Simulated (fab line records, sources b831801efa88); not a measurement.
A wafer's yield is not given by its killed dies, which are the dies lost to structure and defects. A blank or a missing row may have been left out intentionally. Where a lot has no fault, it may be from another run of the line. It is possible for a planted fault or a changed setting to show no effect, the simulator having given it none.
Chamber matching / flow gf180mcu / GF_POLY_GATE_ETCH_12 on rie diel-02: 4 sister chambers
The step etches BARC in N2/H2. 8 wafers are shown with their chamber, then 9 later ones without.

EACH WAFER AND ITS CHAMBER
wafer=L496.6; chamber=3; drypump motor current A (A)=5.1; oes product au (a.u.)=0.739
wafer=L499.4; chamber=0; drypump motor current A (A)=5.6; oes product au (a.u.)=0.739
wafer=L502.4; chamber=2; drypump motor current A (A)=6.2; oes product au (a.u.)=0.735
wafer=L502.5; chamber=2; drypump motor current A (A)=6.2; oes product au (a.u.)=0.734
wafer=L502.6; chamber=3; drypump motor current A (A)=5.1; oes product au (a.u.)=0.732
wafer=L506.3; chamber=0; drypump motor current A (A)=5.6; oes product au (a.u.)=0.733
wafer=L506.4; chamber=1; drypump motor current A (A)=5.5; oes product au (a.u.)=0.737
wafer=L506.6; chamber=1; drypump motor current A (A)=5.6; oes product au (a.u.)=0.734

WAFERS WITH NO CHAMBER GIVEN
wafer=L507.1; drypump motor current A (A)=5.1; oes product au (a.u.)=0.734
wafer=L507.4; drypump motor current A (A)=5.6; oes product au (a.u.)=0.733
wafer=L507.5; drypump motor current A (A)=5.6; oes product au (a.u.)=0.730
wafer=L508.2; drypump motor current A (A)=5.2; oes product au (a.u.)=0.730
wafer=L508.5; drypump motor current A (A)=6.2; oes product au (a.u.)=0.739
wafer=L508.6; drypump motor current A (A)=5.1; oes product au (a.u.)=0.732
wafer=L509.1; drypump motor current A (A)=6.2; oes product au (a.u.)=0.736
wafer=L509.4; drypump motor current A (A)=5.1; oes product au (a.u.)=0.738
wafer=L509.6; drypump motor current A (A)=6.2; oes product au (a.u.)=0.746

WHICH CHAMBER EACH WENT THROUGH
wafer=L507.1; from the rows above=3; in truth=3
wafer=L507.4; from the rows above=can't be placed: 0 or 1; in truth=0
wafer=L507.5; from the rows above=can't be placed: 0 or 1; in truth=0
wafer=L508.2; from the rows above=3; in truth=3
wafer=L508.5; from the rows above=2; in truth=2
wafer=L508.6; from the rows above=3; in truth=3
wafer=L509.1; from the rows above=2; in truth=2
wafer=L509.4; from the rows above=3; in truth=3
wafer=L509.6; from the rows above=2; in truth=2
7 of 9 placed correctly. These rows do not allow placing 2 (true chamber among the candidates in 2). Number placed wrongly: 0.
How it was worked out, from the rows above alone: a wafer's distance from a chamber is the root of the sum, over the readings, of the square of ((its reading less the chamber's mean) divided by the reading's scatter). The wafer belongs to the nearest chamber; if the next one is less than 2 further off, it can't be placed. For every chamber, the mean is computed from those of its wafers that are shown. The scatter is the square root of a quotient: the sum, over the shown wafers, of each reading's squared deviation from its chamber's mean, divided by wafers minus chambers.
